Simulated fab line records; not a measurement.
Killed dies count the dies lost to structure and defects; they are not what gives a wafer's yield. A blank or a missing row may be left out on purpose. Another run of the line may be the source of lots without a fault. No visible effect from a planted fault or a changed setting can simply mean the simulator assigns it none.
Matching of chambers -- flow gf180mcu -- pecvd-02 running GF_V2_CVD_02: 3 sister chambers
The step deposits SiO2 from TEOS, target thk 850 nm, time 94.851 s. 6 wafers are shown with their chamber, then 8 later ones without.

## EACH WAFER AND ITS CHAMBER
wafer,chamber,heater-power-w (W)
L085.6,0,591
L088.4,2,1036
L088.6,0,638
L089.3,2,1054
L089.4,1,684
L090.3,1,691

## WAFERS WHOSE CHAMBER IS MISSING
wafer,heater-power-w (W)
L090.4,1005
L090.5,816
L091.1,986
L091.5,552
L091.6,844
L093.2,880
L093.4,519
L093.6,934

## WHICH CHAMBER EACH ONE RAN IN
wafer,from the rows above,in truth
L090.4,2,2
L090.5,1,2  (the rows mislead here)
L091.1,2,2
L091.5,0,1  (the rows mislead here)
L091.6,1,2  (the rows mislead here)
L093.2,can't be placed: 2 or 1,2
L093.4,0,0
L093.6,2,2
Correct placement for 4 of the 8. Not placeable from these rows: 1 (in 1, the candidates include the true chamber). Wrongly placed: 3.
How it was worked out, from the rows above alone: a wafer's distance from a chamber is the root of the sum, over the readings, of the square of ((its reading less the chamber's mean) divided by the reading's scatter). The wafer belongs to the nearest chamber; if the next one is less than 2 further off, it can't be placed. For every chamber, the mean is computed from those of its wafers that are shown. The scatter is the square root of a quotient: the sum, over the shown wafers, of each reading's squared deviation from its chamber's mean, divided by wafers minus chambers.
